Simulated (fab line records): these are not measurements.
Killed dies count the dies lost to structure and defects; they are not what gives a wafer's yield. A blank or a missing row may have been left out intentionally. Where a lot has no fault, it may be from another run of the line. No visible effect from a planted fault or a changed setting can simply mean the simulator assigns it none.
Split-lot study / flow sfq_line / 23 wafers read from 5 lots, route of 325 steps

== SPLIT DETAILS ==
At SFQ_TRILAYER_M2_LITHO_PEB_060 (peb time 60 s), the setting peb_time_s was moved away from the recipe's 60 s on 8 of the 23 wafers read, by -14.6% to +12.5%. This setting was run at the recipe's value on the other wafers.

== FROM THE SPLIT TO THE READING: what the file shows between them, 1 step ==
- SFQ_TRILAYER_M2_LITHO_DEVELOP_059: time 60 s

== THE READING ==
M2.cd_nm (the simulator's own value, which no gauge read), in nm, at SFQ_TRILAYER_M2_BARC_OPEN_METAL_ETCH_077 (etches BARC in O2, target depth 125 nm, time 41.7 s). There is no usual value for it anywhere in the file. Here, 15 wafers ran the recipe; their average is 500.0 nm with a standard deviation of 0.87 nm.

wafer=L078.1; tool, chamber at the split=litho_track-02, 0; peb_time_s as run, s=60; against the recipe=recipe; M2.cd_nm, nm=501.9; against lot-mates on the recipe=-
wafer=L078.2; tool, chamber at the split=litho_track-02, 0; peb_time_s as run, s=60; against the recipe=recipe; M2.cd_nm, nm=499.8; against lot-mates on the recipe=-
wafer=L078.3; tool, chamber at the split=litho_track-02, 0; peb_time_s as run, s=60; against the recipe=recipe; M2.cd_nm, nm=501; against lot-mates on the recipe=-
wafer=L078.4; tool, chamber at the split=litho_track-02, 0; peb_time_s as run, s=60; against the recipe=recipe; M2.cd_nm, nm=500.4; against lot-mates on the recipe=-
wafer=L078.5; tool, chamber at the split=litho_track-02, 0; peb_time_s as run, s=60; against the recipe=recipe; M2.cd_nm, nm=500; against lot-mates on the recipe=-
wafer=L079.1; tool, chamber at the split=litho_track-02, 0; peb_time_s as run, s=60; against the recipe=recipe; M2.cd_nm, nm=498.5; against lot-mates on the recipe=-
wafer=L079.4; tool, chamber at the split=litho_track-02, 0; peb_time_s as run, s=60; against the recipe=recipe; M2.cd_nm, nm=499.1; against lot-mates on the recipe=-
wafer=L079.5; tool, chamber at the split=litho_track-02, 0; peb_time_s as run, s=60; against the recipe=recipe; M2.cd_nm, nm=498.8; against lot-mates on the recipe=-
wafer=L080.1; tool, chamber at the split=litho_track-02, 0; peb_time_s as run, s=51.24; against the recipe=-14.6%; M2.cd_nm, nm=523.9; against lot-mates on the recipe=+23.6
wafer=L080.2; tool, chamber at the split=litho_track-02, 0; peb_time_s as run, s=51.24; against the recipe=-14.6%; M2.cd_nm, nm=523.4; against lot-mates on the recipe=+23.1
wafer=L080.3; tool, chamber at the split=litho_track-02, 0; peb_time_s as run, s=51.24; against the recipe=-14.6%; M2.cd_nm, nm=523.1; against lot-mates on the recipe=+22.9
wafer=L080.5; tool, chamber at the split=litho_track-02, 0; peb_time_s as run, s=60; against the recipe=recipe; M2.cd_nm, nm=500.5; against lot-mates on the recipe=-
wafer=L080.6; tool, chamber at the split=litho_track-02, 0; peb_time_s as run, s=60; against the recipe=recipe; M2.cd_nm, nm=500; against lot-mates on the recipe=-
wafer=L084.1; tool, chamber at the split=litho_track-01, 0; peb_time_s as run, s=60; against the recipe=recipe; M2.cd_nm, nm=499.8; against lot-mates on the recipe=-
wafer=L084.2; tool, chamber at the split=litho_track-01, 0; peb_time_s as run, s=67.52; against the recipe=+12.5%; M2.cd_nm, nm=484.4; against lot-mates on the recipe=-15.6
wafer=L084.3; tool, chamber at the split=litho_track-01, 0; peb_time_s as run, s=60; against the recipe=recipe; M2.cd_nm, nm=500.3; against lot-mates on the recipe=-
wafer=L084.4; tool, chamber at the split=litho_track-01, 0; peb_time_s as run, s=60; against the recipe=recipe; M2.cd_nm, nm=499.9; against lot-mates on the recipe=-
wafer=L084.5; tool, chamber at the split=litho_track-01, 0; peb_time_s as run, s=67.52; against the recipe=+12.5%; M2.cd_nm, nm=483.4; against lot-mates on the recipe=-16.6
wafer=L085.1; tool, chamber at the split=litho_track-01, 0; peb_time_s as run, s=52.54; against the recipe=-12.4%; M2.cd_nm, nm=520; against lot-mates on the recipe=+20.1
wafer=L085.2; tool, chamber at the split=litho_track-01, 0; peb_time_s as run, s=60; against the recipe=recipe; M2.cd_nm, nm=500.8; against lot-mates on the recipe=-
wafer=L085.3; tool, chamber at the split=litho_track-01, 0; peb_time_s as run, s=52.54; against the recipe=-12.4%; M2.cd_nm, nm=519.2; against lot-mates on the recipe=+19.3
wafer=L085.4; tool, chamber at the split=litho_track-01, 0; peb_time_s as run, s=60; against the recipe=recipe; M2.cd_nm, nm=499; against lot-mates on the recipe=-
wafer=L085.5; tool, chamber at the split=litho_track-01, 0; peb_time_s as run, s=52.54; against the recipe=-12.4%; M2.cd_nm, nm=517.7; against lot-mates on the recipe=+17.8

THE FIT
A straight line over all 23 wafers: M2.cd_nm changes by -1.49 nm for each +1% of peb_time_s; r = -0.99; the points scatter about the line by 1.2 nm.
The same after taking each lot's own level away (the mean of its wafers on the recipe; 23 wafers): -1.48 nm for each +1%; r = -1.00; scatter 1.1 nm.
According to that fit, moving peb_time_s by its largest amount changes the reading by 22 nm.
From 498.80 to 500.62 nm: that is the span of the lots' own levels, equal to 2.1 times the standard deviation above.
Consequently the slope shifts little with the lot-to-lot level, the two slopes agreeing.
Check: +21.9 nm against its lot-mates is what the line predicts for one of the wafers moved furthest among these (-14.6%) when that wafer is left out of the fit. It came out at +23.6 nm against them.

== FURTHER SPLITS ON THESE WAFERS ==
These wafers also went through other splits before the reading. Each is held against what the fit with the lots' levels taken away leaves over:
other split on the same wafers=SFQ_TRILAYER_I1_VIA_BARC_OPEN_VIA_ETCH_071 source_w; wafers away from the commonest value=5; r with M2.cd_nm (lot level and that fit taken away)=-0.30
other split on the same wafers=SFQ_TRILAYER_M2_DEP_SPUTTER_055 power_w; wafers away from the commonest value=7; r with M2.cd_nm (lot level and that fit taken away)=-0.01

== THE FILE'S OWN FIT ==
M2.cd_nm changes by -1.48 nm for each +1% of peb_time_s, r = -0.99.
